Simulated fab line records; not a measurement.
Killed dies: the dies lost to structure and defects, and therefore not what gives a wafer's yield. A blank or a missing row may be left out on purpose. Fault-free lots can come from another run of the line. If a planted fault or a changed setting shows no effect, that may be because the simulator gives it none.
Comparing a struck lot with a sound one -- flow gf180mcu -- 13 steps out of a route of 602
Sound: wafers L748.1, L748.2, L748.4. Struck: wafers L753.1, L753.2, L753.3. The cause is given at the end.
At each step with rows: each side's tool, then ch and its chambers, then its first start. Under that, the readings that differ: sound wafers -- struck wafers -- difference of the means -- sigmas: that difference in standard deviations of wafers without a fault.
alike: readings with means less than 2 such deviations apart, plus words and numbers identical on both sides. not compared: withheld readings, readings lacking a value on some wafer, bounds such as >300 that could conceal the same value, and numbers that have no deviation in the record and whose values overlap.
The two part at a step that has a row with sigmas, a row that says differs or no value, or rows on one side only. When numbers do not overlap yet have no deviation, they are printed without sigmas and do not part them. A reading that every wafer of one side lacks parts them only if that side has two wafers or more.

GF_V5_CD_MEAS_14 targets a cd of 260 nm.
  struck on cd_sem-02, day 30 14:28; sound on cd_sem-01, day 28 23:38
reading,sound,struck,difference,sigmas
cd_nm (nm),261.9 261.2 261.7,259.4 258.8 258.6,-2.7,-2
GF_V5_OVL_MEAS_15:
  struck on overlay-01, day 30 14:35; sound on overlay-02, day 28 23:46
  alike: V5_OVL
GF_V5_ETCH_16: etches BARC in N2/H2.
  sound on rie_diel-03 ch 0,2,3, day 28 23:47; struck on rie_diel-03 ch 0,2,3, day 30 14:38
  alike: drypump_motor_current_A, oes_product_au, rf_fwd_power_W, throttle_valve_pct
GF_V5_ETCH_17: etches SiO2 in C4F8/O2/Ar, stops on TiN, target depth 855 nm.
  sound on rie_diel-03 ch 0,2,3; struck on rie_diel-03 ch 0,2,3
  alike: oes_product_au, rf_fwd_power_W
GF_V5_STRIP_18: strips in O2/N2.
  sound on plasma_asher-03 ch 0,1, day 28 23:57; struck on plasma_asher-02 ch 0,1, day 30 14:47
  alike: drypump_motor_current_A, heater_power_w, oes_product_au, platen_temp_c
  not compared: rf_hours_counter_h
then, 2 steps without rows for these wafers: GF_V5_STRIP_19 (strips in post etch residue remover, time 1200 s); GF_V5_CLEAN_20 (cleans in DIW).
GF_V5_SPUTTER_21: material Ti, target thk 15 nm, time 80.02 s.
  struck on pvd_sputter-01, day 30 15:19; sound on pvd_sputter-04, day 29 00:29
  alike: throttle_valve_pct
GF_V5_SPUTTER_22: material TiN, target thk 10 nm, time 40 s.
  struck on pvd_sputter-01, day 30 15:23; sound on pvd_sputter-04, day 29 00:32
  alike: throttle_valve_pct
then, 1 step without rows for these wafers: GF_V5_CVD_23 (deposits W, target thk 350 nm, time 104.9 s).
GF_V5_RS_MEAS_24: the measuring method here is four-point-probe.
  struck on film_metro-02, day 30 15:32; sound on film_metro-01, day 29 00:41
  alike: V5_W_RS
GF_V5_THK_MEAS_25: measures by xrf.
  struck on film_metro-02, day 30 15:39; sound on film_metro-01, day 29 00:49
  alike: V5_W_THK
GF_V5_CMP_26: polishes, stops on SiO2, t overpolish 15 s, target thk 0 nm.
  sound on cmp-01 ch 1,2,3, day 29 00:55; struck on cmp-01 ch 0,2,3, day 30 15:43
  no value came back on the struck wafers for any of 5 readings (edge_zone_pressure_frac, head_pressure_psi (psi) and others); on the sound wafers edge_zone_pressure_frac reads 1.000 0.999 1.000
reading,sound,struck,difference,sigmas
model.W_of_V5_CVD_23.thk_nm (nm),0 0 0,350.4 345.7 348,+348.0,

WHERE THEY PART
Last at GF_V5_CMP_26 as far as this record goes, first at GF_V5_CD_MEAS_14.

WHY: what had been put in by the simulator
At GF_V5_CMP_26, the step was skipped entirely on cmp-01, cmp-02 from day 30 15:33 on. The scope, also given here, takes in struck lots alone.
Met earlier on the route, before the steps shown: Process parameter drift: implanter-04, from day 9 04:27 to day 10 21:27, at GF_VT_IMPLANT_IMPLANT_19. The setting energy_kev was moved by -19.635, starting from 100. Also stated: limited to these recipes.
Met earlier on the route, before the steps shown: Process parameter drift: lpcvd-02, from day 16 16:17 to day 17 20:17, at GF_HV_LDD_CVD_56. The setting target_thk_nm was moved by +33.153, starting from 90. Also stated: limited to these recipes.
